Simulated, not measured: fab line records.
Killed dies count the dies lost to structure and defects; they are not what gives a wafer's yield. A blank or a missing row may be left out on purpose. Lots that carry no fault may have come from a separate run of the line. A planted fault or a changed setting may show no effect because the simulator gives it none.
Matching of chambers / flow sky130 / cmp-02 running SKY_VIA2_CMP_24: 4 sister chambers
The step polishes, stops on SiO2, t overpolish 20 s, target thk 0 nm. 8 wafers are shown with their chamber, then 8 later ones without.

## WAFERS, EACH WITH ITS CHAMBER
wafer=L399.6; chamber=3; motor_current_A (A)=14.2; overpolish_run_s (s)=20.005
wafer=L405.1; chamber=0; motor_current_A (A)=8.4; overpolish_run_s (s)=20.005
wafer=L405.2; chamber=2; motor_current_A (A)=11.3; overpolish_run_s (s)=19.983
wafer=L405.3; chamber=1; motor_current_A (A)=12.2; overpolish_run_s (s)=20.022
wafer=L407.1; chamber=3; motor_current_A (A)=13.6; overpolish_run_s (s)=19.996
wafer=L407.2; chamber=2; motor_current_A (A)=10.7; overpolish_run_s (s)=20.005
wafer=L407.5; chamber=1; motor_current_A (A)=12.2; overpolish_run_s (s)=20.004
wafer=L408.3; chamber=0; motor_current_A (A)=8.1; overpolish_run_s (s)=19.998

## WAFERS MISSING THEIR CHAMBER
wafer=L408.5; motor_current_A (A)=8.3; overpolish_run_s (s)=19.980
wafer=L408.6; motor_current_A (A)=11.6; overpolish_run_s (s)=19.987
wafer=L416.3; motor_current_A (A)=8.6; overpolish_run_s (s)=19.999
wafer=L416.5; motor_current_A (A)=10.9; overpolish_run_s (s)=20.001
wafer=L416.6; motor_current_A (A)=12.1; overpolish_run_s (s)=19.993
wafer=L417.2; motor_current_A (A)=11.9; overpolish_run_s (s)=19.992
wafer=L417.3; motor_current_A (A)=10.8; overpolish_run_s (s)=19.987
wafer=L417.6; motor_current_A (A)=13.6; overpolish_run_s (s)=19.994

## WHICH CHAMBER EACH WENT THROUGH
wafer=L408.5; from the rows above=0; in truth=0
wafer=L408.6; from the rows above=can't be placed: 2 or 1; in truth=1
wafer=L416.3; from the rows above=0; in truth=0
wafer=L416.5; from the rows above=2; in truth=2
wafer=L416.6; from the rows above=can't be placed: 1 or 2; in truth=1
wafer=L417.2; from the rows above=can't be placed: 1 or 2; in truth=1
wafer=L417.3; from the rows above=2; in truth=2
wafer=L417.6; from the rows above=3; in truth=3
Correct placement for 5 of the 8. These rows do not allow placing 3 (true chamber among the candidates in 3). Number placed wrongly: 0.
How it was worked out, from the rows above alone: a wafer's distance from a chamber is the root of the sum, over the readings, of the square of ((its reading less the chamber's mean) divided by the reading's scatter). If the next closest chamber is less than 2 further off than the closest, the wafer can't be placed; otherwise it belongs to the closest. The mean given for a chamber averages the wafers shown for that chamber. The scatter: the root of (the sum of the squares of (reading less its chamber's mean) over the shown wafers, divided by (wafers less chambers)).
